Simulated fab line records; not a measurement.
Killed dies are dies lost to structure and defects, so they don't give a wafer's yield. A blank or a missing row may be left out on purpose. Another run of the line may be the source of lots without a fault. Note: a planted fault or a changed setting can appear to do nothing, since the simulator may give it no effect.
fab line records ; flow sky130
record lots=11; wafers=33; lastDay=50
route steps=708 shown POLY_GATE@232 SD_N@346 CONTACT@432 METAL1@436 PAD_OPEN@708
lots that met no fault: from a run of the same line without faults
startH: hours from the record's opening day to when the first of the lot's shown wafers began ; waitH: time in hours since the lot's previous step ; " identical to the entry in the row above ; L1.1+2: a single row standing in for several wafers ; - no value, or no start given ; * or withheld: withheld ; < > ~ a bound
route shown NAME@n: a module of which the file shows steps, and the number in the route of the first ; usual: mean and standard deviation over wafers with no fault ; same: alike in all rows ; chamber/n: place in a boat ; sites: readings site by site ; _std_site: the values' standard deviation ; _edge_site: the outer-site mean with the inner-site mean subtracted ; radiusMm: for every site, how far away it sits from the centre of the wafer ; mask NAME#n: copy n ; behind: the tool/chamber that last shaped the wafer ; hold: reason for holding the lot/hours on hold/outcome of the hold ; device: whichever transistor did not switch (one of n, p or np) ; end of line: tests run on the same wafers once the route is complete ; for a step that has no rows: nothing shown but its recipe ; killed: not the wafer's yield, but the dies lost to structure and defects at the first sort ; map: a wafer's dies, x killed, . not, _ none there
set.NAME: the setting the step ran with; set.NAME@STEP: the setting that earlier step ran with ; model.NAME: the simulator's own value behind a step, which no gauge read
route steps across a sampled set of lots; one table per step, one row per wafer
services: from which hour (startH, from the record's first day; less than 0 if before it) a tool's chamber was out of use, for how many hours, and why
## steps
# step SKY_POLY_GATE_STRIP_18
# recipe chemistry=O2/N2; powerW=1400; pressureMtorr=1500; platenTempC=withheld; o2FlowSccm=3000; n2FlowSccm=300; overashFraction=0.5
# usual drypumpMotorCurrentA=5.7/0.33; oesProductAu=0.361/0.0045; stripTimeToEndpointS=3.174/0.025
lot.wafer;tool;chamber;startH;waitH;drypumpMotorCurrentA;oesProductAu;rfHoursCounterH;stripTimeToEndpointS
L560.3;plasmaAsher-04;0;373.52;0.1;5.7;0.362;-;3.153
L560.4;plasmaAsher-04;1;373.52;0.1;5.8;0.356;-;3.174
L560.6;plasmaAsher-04;1;373.52;0.1;5.8;0.359;-;3.155
L562.2;plasmaAsher-04;1;385.29;0.0;5.8;0.364;26;3.182
L562.4;plasmaAsher-04;1;385.29;0.0;5.8;0.359;-;3.221
L562.6;plasmaAsher-04;0;385.29;0.0;5.8;0.358;-;3.201
L563.2;plasmaAsher-02;1;388.39;0.0;6.4;0.359;71;3.185
L563.4;plasmaAsher-02;1;388.39;0.0;6.4;0.365;-;3.141
L563.5;plasmaAsher-02;0;388.39;0.0;5.6;0.358;-;3.160
L564.1;plasmaAsher-04;1;400.93;0.0;5.8;0.357;27;3.219
L564.2;plasmaAsher-04;0;400.93;0.0;5.7;0.365;27;3.183
L564.3;plasmaAsher-04;1;400.93;0.0;5.8;0.369;-;3.172
L565.2;plasmaAsher-02;0;409.78;0.0;5.6;0.359;73;3.220
L565.3;plasmaAsher-02;1;409.78;0.0;6.4;0.364;-;3.198
L565.5;plasmaAsher-02;1;409.78;0.0;6.4;0.365;-;3.176
L566.1;plasmaAsher-02;1;417.93;0.0;6.4;0.367;74;3.201
L566.4;plasmaAsher-02;0;417.93;0.0;5.7;0.364;-;3.199
L566.5;plasmaAsher-02;0;417.93;0.0;5.6;0.357;-;3.189
L567.1;plasmaAsher-04;0;441.79;0.0;5.8;0.354;31;3.182
L567.5;plasmaAsher-04;1;441.79;0.0;5.8;0.365;-;3.184
L567.6;plasmaAsher-04;0;441.79;0.0;5.7;0.374;-;3.168
L575.1;plasmaAsher-02;0;495.94;0.0;5.6;0.359;82;3.195
L575.2;plasmaAsher-02;1;495.94;0.0;6.4;0.361;82;3.171
L575.4;plasmaAsher-02;0;495.94;0.0;5.6;0.361;-;3.155
L577.1;plasmaAsher-03;1;517.22;0.0;5.2;0.365;67;3.175
L577.2;plasmaAsher-03;0;517.22;0.0;5.3;0.361;67;3.138
L577.3;plasmaAsher-03;1;517.22;0.0;5.2;0.360;-;3.124
L579.1;plasmaAsher-04;1;531.88;0.0;5.8;0.360;40;3.167
L579.2;plasmaAsher-04;0;531.88;0.0;5.7;0.365;40;3.163
L579.3;plasmaAsher-04;0;531.88;0.0;5.7;0.363;-;3.189
L582.2;plasmaAsher-04;0;558.17;0.0;5.7;0.363;43;3.158
L582.3;plasmaAsher-04;1;558.17;0.0;5.7;0.354;-;3.146
L582.5;plasmaAsher-04;0;558.17;0.0;5.8;0.364;-;3.164
# step SKY_SD_N_EXPOSE_04
# recipe maskId=NSDM; na=0.6; sourceShape=conventional; sigmaOuter=0.6; polarization=unpolarized; targetCdNm=380; doseMj=141
# usual exposureDoseMJCm2=141.00/0.14
lot.wafer;tool;chamber;startH;waitH;mask;exposureDoseMJCm2
L560.3;ilineStepper-02;0;637.73;-;NSDM#0;140.87
L560.4;ilineStepper-02;0;637.73;-;NSDM#0;141.17
L560.6;ilineStepper-02;0;637.73;-;NSDM#0;140.88
L562.2;ilineStepper-02;0;649.42;-;NSDM#0;141.20
L562.4;ilineStepper-02;0;649.42;-;NSDM#0;141.09
L562.6;ilineStepper-02;0;649.42;-;NSDM#0;140.83
L563.2;ilineStepper-02;0;655.37;-;NSDM#0;141.02
L563.4;ilineStepper-02;0;655.37;-;NSDM#0;141.03
L563.5;ilineStepper-02;0;655.37;-;NSDM#0;141.10
L564.1;ilineStepper-02;0;663.80;-;NSDM#0;141.06
L564.2;ilineStepper-02;0;663.80;-;NSDM#0;141.22
L564.3;ilineStepper-02;0;663.80;-;NSDM#0;141.11
L565.2;ilineStepper-02;0;671.27;-;NSDM#0;141.07
L565.3;ilineStepper-02;0;671.27;-;NSDM#0;141.07
L565.5;ilineStepper-02;0;671.27;-;NSDM#0;140.86
L566.1;ilineStepper-02;0;681.40;-;NSDM#0;140.98
L566.4;ilineStepper-02;0;681.40;-;NSDM#0;140.79
L566.5;ilineStepper-02;0;681.40;-;NSDM#0;140.96
L567.1;ilineStepper-01;0;701.76;-;NSDM#0;141.06
L567.5;ilineStepper-01;0;701.76;-;NSDM#0;140.75
L567.6;ilineStepper-01;0;701.76;-;NSDM#0;141.09
L575.1;ilineStepper-02;0;752.00;-;NSDM#0;125.34
L575.2;ilineStepper-02;0;752.00;-;NSDM#0;125.27
L575.4;ilineStepper-02;0;752.00;-;NSDM#0;125.31
L577.1;ilineStepper-02;0;770.82;-;NSDM#0;128.26
L577.2;ilineStepper-02;0;770.82;-;NSDM#0;128.17
L577.3;ilineStepper-02;0;770.82;-;NSDM#0;128.22
L579.1;ilineStepper-01;0;779.25;-;NSDM#0;140.99
L579.2;ilineStepper-01;0;779.25;-;NSDM#0;140.75
L579.3;ilineStepper-01;0;779.25;-;NSDM#0;140.96
L582.2;ilineStepper-01;0;803.34;-;NSDM#0;141.09
L582.3;ilineStepper-01;0;803.34;-;NSDM#0;141.19
L582.5;ilineStepper-01;0;803.34;-;NSDM#0;140.99
# step SKY_SD_N_CD_MEAS_07
# recipe targetCdNm=380
# usual cdNm=379.6/2.4
lot.wafer;tool;chamber;startH;waitH;hold;cdNm
L560.3;cdSem-01;-;651.68;0.1;-;378.9
L560.4;cdSem-01;-;651.68;0.1;-;379.8
L560.6;cdSem-01;-;651.68;0.1;-;380.1
L562.2;cdSem-02;-;662.82;0.1;-;380.5
L562.4;cdSem-02;-;662.82;0.1;-;380.9
L562.6;cdSem-02;-;662.82;0.1;-;380.0
L563.2;cdSem-02;-;668.57;0.1;-;381.3
L563.4;cdSem-02;-;668.57;0.1;-;385.4
L563.5;cdSem-02;-;668.57;0.1;-;381.1
L564.1;cdSem-01;-;677.40;0.1;-;380.2
L564.2;cdSem-01;-;677.40;0.1;-;378.7
L564.3;cdSem-01;-;677.40;0.1;-;378.0
L565.2;cdSem-01;-;685.21;0.1;-;376.8
L565.3;cdSem-01;-;685.21;0.1;-;379.8
L565.5;cdSem-01;-;685.21;0.1;-;378.2
L566.1;cdSem-01;-;694.79;0.1;-;381.0
L566.4;cdSem-01;-;694.79;0.1;-;381.2
L566.5;cdSem-01;-;694.79;0.1;-;381.6
L567.1;cdSem-01;-;716.20;0.1;-;378.7
L567.5;cdSem-01;-;716.20;0.1;-;380.0
L567.6;cdSem-01;-;716.20;0.1;-;378.8
L575.1;cdSem-02;-;764.79;0.1;awaitDispo/0.2h/release;348.1
L575.2;cdSem-02;-;764.79;0.1;awaitDispo/0.2h/release;345.0
L575.4;cdSem-02;-;764.79;0.1;awaitDispo/0.2h/release;346.1
L575.1;cdSem-02;-;765.08;0.3;-;348.3
L575.2;cdSem-02;-;765.08;0.3;-;345.2
L575.4;cdSem-02;-;765.08;0.3;-;346.1
L577.1;cdSem-01;-;783.89;0.1;awaitDispo/0.2h/release;351.0
L577.2;cdSem-01;-;783.89;0.1;awaitDispo/0.2h/release;351.7
L577.3;cdSem-01;-;783.89;0.1;awaitDispo/0.2h/release;351.3
L577.1;cdSem-01;-;784.42;0.5;-;351.4
L577.2;cdSem-01;-;784.42;0.5;-;352.2
L577.3;cdSem-01;-;784.42;0.5;-;351.3
L579.1;cdSem-01;-;792.25;0.1;-;381.4
L579.2;cdSem-01;-;792.25;0.1;-;378.6
L579.3;cdSem-01;-;792.25;0.1;-;381.6
L582.2;cdSem-01;-;816.59;0.2;-;378.6
L582.3;cdSem-01;-;816.59;0.2;-;376.8
L582.5;cdSem-01;-;816.59;0.2;-;376.7
# step SKY_CONTACT_THK_MEAS_26
# recipe thkMeasGauge=xrf; reads=W_of_CONTACT_CVD_24
# usual CONTACT_W_THK=340/4.1
lot.wafer;tool;chamber;startH;waitH;CONTACT_W_THK[nm]
L560.3;filmMetro-04;-;741.19;0.1;344
L560.4;filmMetro-04;-;741.19;0.1;345
L560.6;filmMetro-04;-;741.19;0.1;346
L562.2;filmMetro-01;-;751.96;0.1;339
L562.4;filmMetro-01;-;751.96;0.1;341
L562.6;filmMetro-01;-;751.96;0.1;341
L563.2;filmMetro-01;-;758.75;0.1;336
L563.4;filmMetro-01;-;758.75;0.1;333
L563.5;filmMetro-01;-;758.75;0.1;339
L564.1;filmMetro-03;-;765.70;0.1;329
L564.2;filmMetro-03;-;765.70;0.1;333
L564.3;filmMetro-03;-;765.70;0.1;332
L565.2;filmMetro-03;-;773.79;0.1;333
L565.3;filmMetro-03;-;773.79;0.1;341
L565.5;filmMetro-03;-;773.79;0.1;337
L566.1;filmMetro-03;-;782.69;0.1;345
L566.4;filmMetro-03;-;782.69;0.1;337
L566.5;filmMetro-03;-;782.69;0.1;341
L567.1;filmMetro-03;-;802.97;0.1;340
L567.5;filmMetro-03;-;802.97;0.1;337
L567.6;filmMetro-03;-;802.97;0.1;340
L575.1;filmMetro-01;-;850.17;0.1;340
L575.2;filmMetro-01;-;850.17;0.1;339
L575.4;filmMetro-01;-;850.17;0.1;341
L577.1;filmMetro-04;-;868.34;0.1;344
L577.2;filmMetro-04;-;868.34;0.1;345
L577.3;filmMetro-04;-;868.34;0.1;343
L579.1;filmMetro-01;-;876.63;0.1;343
L579.2;filmMetro-01;-;876.63;0.1;341
L579.3;filmMetro-01;-;876.63;0.1;341
L582.2;filmMetro-03;-;900.12;0.1;345
L582.3;filmMetro-03;-;900.12;0.1;341
L582.5;filmMetro-03;-;900.12;0.1;342
# step SKY_METAL1_SPUTTER_02
# recipe material=AlCu; targetThkNm=250; powerW=10600; timeS=13.3; chamberPressurePa=0.4
# usual cathodeDcPowerW=10600/1.9; chamberPressurePa=0.4000/0.0007; throttleValvePct=29.6/0.72
lot.wafer;tool;chamber;startH;waitH;cathodeDcPowerW;chamberPressurePa;throttleValvePct
L560.3;pvdSputter-01;-;741.58;0.0;10599;0.3993;30.2
L560.4;pvdSputter-01;-;741.58;0.0;10599;0.3995;30.0
L560.6;pvdSputter-01;-;741.58;0.0;10600;0.3985;30.3
L562.2;pvdSputter-01;-;752.36;0.0;10598;0.4004;30.3
L562.4;pvdSputter-01;-;752.36;0.0;10600;0.3988;30.1
L562.6;pvdSputter-01;-;752.36;0.0;10593;0.3997;28.9
L563.2;pvdSputter-01;-;759.15;0.0;10599;0.4001;29.7
L563.4;pvdSputter-01;-;759.15;0.0;10597;0.3998;29.2
L563.5;pvdSputter-01;-;759.15;0.0;10601;0.3997;28.0
L564.1;pvdSputter-03;-;766.32;0.0;10599;0.4011;28.5
L564.2;pvdSputter-03;-;766.32;0.0;10602;0.4009;29.1
L564.3;pvdSputter-03;-;766.32;0.0;10600;0.3999;30.2
L565.2;pvdSputter-03;-;774.20;0.0;10602;0.4008;29.1
L565.3;pvdSputter-03;-;774.20;0.0;10602;0.3997;30.1
L565.5;pvdSputter-03;-;774.20;0.0;10602;0.4012;28.6
L566.1;pvdSputter-01;-;783.10;0.0;10601;0.3999;30.5
L566.4;pvdSputter-01;-;783.10;0.0;10602;0.4007;29.0
L566.5;pvdSputter-01;-;783.10;0.0;10601;0.3999;30.0
L567.1;pvdSputter-03;-;803.38;0.0;10597;0.4006;30.0
L567.5;pvdSputter-03;-;803.38;0.0;10599;0.4010;30.2
L567.6;pvdSputter-03;-;803.38;0.0;10601;0.4011;28.8
L575.1;pvdSputter-01;-;850.67;0.0;10599;0.4010;28.9
L575.2;pvdSputter-01;-;850.67;0.0;10599;0.3995;28.5
L575.4;pvdSputter-01;-;850.67;0.0;10600;0.4007;30.4
L577.1;pvdSputter-01;-;868.75;0.0;10605;0.3997;30.2
L577.2;pvdSputter-01;-;868.75;0.0;10601;0.3991;29.2
L577.3;pvdSputter-01;-;868.75;0.0;10600;0.4013;28.6
L579.1;pvdSputter-04;-;877.03;0.0;10603;0.3993;29.1
L579.2;pvdSputter-04;-;877.03;0.0;10601;0.4014;29.9
L579.3;pvdSputter-04;-;877.03;0.0;10601;0.3998;29.8
L582.2;pvdSputter-04;-;900.52;0.0;10599;0.3991;30.4
L582.3;pvdSputter-04;-;900.52;0.0;10601;0.4007;29.8
L582.5;pvdSputter-04;-;900.52;0.0;10600;0.3993;29.5
# step SKY_PAD_OPEN_PROBE_99
# usual killed_at_M0_to_M3=43/8; killed_at_M4_up=2.9/1.6; killedAtContacts=26/5.2; killedAtFrontEnd=15/4.3; killedAtOther=0.3/0.56; killedDies=87/10; killedOpen=48/6.9; killedShort=40/6.5
# same grossDies=492; killedAtBackSide=0
lot.wafer;tool;chamber;startH;waitH;killed_at_M0_to_M3;killed_at_M4_up;killedAtContacts;killedAtFrontEnd;killedAtOther;killedDies;killedOpen;killedShort
L575.2;prober-02;-;1161.61;0.1;36;3;26;11;0;76;41;34
L575.4;prober-02;-;1161.71;0.2;36;4;29;15;1;85;41;43
# killed by level:class
L575.2 CONTACT:geometricParticle:open=12 VIA2:geometricParticle:short=9 VIA1:geometricParticle:open=8 LI_CONTACT:geometricParticle:open=6 METAL2:geometricParticle:short=5 METAL1:geometricParticle:short=4 FIELD_ISO:geometricParticle:open=3 POLY_GATE:geometricParticle:short=3
L575.4 CONTACT:geometricParticle:open=13 POLY_GATE:geometricParticle:short=7 LI_CONTACT:geometricParticle:open=6 VIA1:geometricParticle:open=6 VIA3:geometricParticle:open=6 CONTACT:geometricParticle:short=5 METAL1:geometricParticle:short=5 POLY_GATE:geometricParticle:open=4
## services
tool;chamber;startH;hours;kind
ilineStepper-02;-;377.39;1.7;pm
ilineStepper-01;-;432.59;12.4;repair
pvdSputter-01;-;449.25;4.5;repair
ilineStepper-01;-;483.96;9.6;repair
plasmaAsher-02;-;511.87;14.6;pm
pvdSputter-01;-;532.12;5.3;repair
ilineStepper-01;-;558.66;1.7;pm
plasmaAsher-04;-;570.64;15.6;pm
ilineStepper-01;-;580.90;4.4;pm
ilineStepper-02;-;595.57;1.7;pm
plasmaAsher-02;-;616.29;1.5;repair
pvdSputter-03;-;658.71;3.3;repair
pvdSputter-03;-;708.36;3.5;repair
pvdSputter-03;-;709.12;2.6;repair
pvdSputter-01;-;725.00;4.7;repair
ilineStepper-02;-;726.46;8.9;pm
plasmaAsher-02;-;733.75;9.0;pm
pvdSputter-03;-;742.39;6.1;repair
ilineStepper-01;-;750.70;4.3;pm
ilineStepper-01;-;776.84;1.7;pm
ilineStepper-01;-;792.46;2.1;pm
ilineStepper-01;-;799.89;1.5;repair
ilineStepper-02;-;813.75;1.7;pm
plasmaAsher-04;-;847.99;2.8;pm
## key
firstSign step=SKY_SD_N_EXPOSE_04; reading=exposureDoseMJCm2; direction=down; sigmas=99+; usual=*; struck=*
effect step=SKY_SD_N_CD_MEAS_07; reading=visit; direction=added; through=controlLoop
effect step=SKY_SD_N_CD_MEAS_07; reading=cdNm; direction=down; sigmas=13; usual=379.6; struck=348.9; through=controlLoop
metAt SKY_SD_N_EXPOSE_04
struckLots L575,L577
testerLeftOut L575,L577
loopTrim step=SKY_SD_N_EXPOSE_04; setting=dose; lots=L577
notActingAt SKY_POLY_GATE_STRIP_18,SKY_CONTACT_THK_MEAS_26,SKY_METAL1_SPUTTER_02
onsetBetween 681.40 752.00
fault kind=processParameterDrift; tool=ilineStepper-02; chamber=-; onsetH=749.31; steps=SKY_SD_N_EXPOSE_04; channel=doseMj; offset=-15.641; shape=step; actsIn=theseRecipesOnly; stated=141
# testerLeftOut: of these lots the tester's yield and bins aren't shown, on N5 and GAA mostly nor the transistor test; their killed dies are dies lost to structure and defects alone, not to doping, threshold or leakage, so they don't give the yield
# loopTrim: a control loop set the setting to another value than it would have without faults
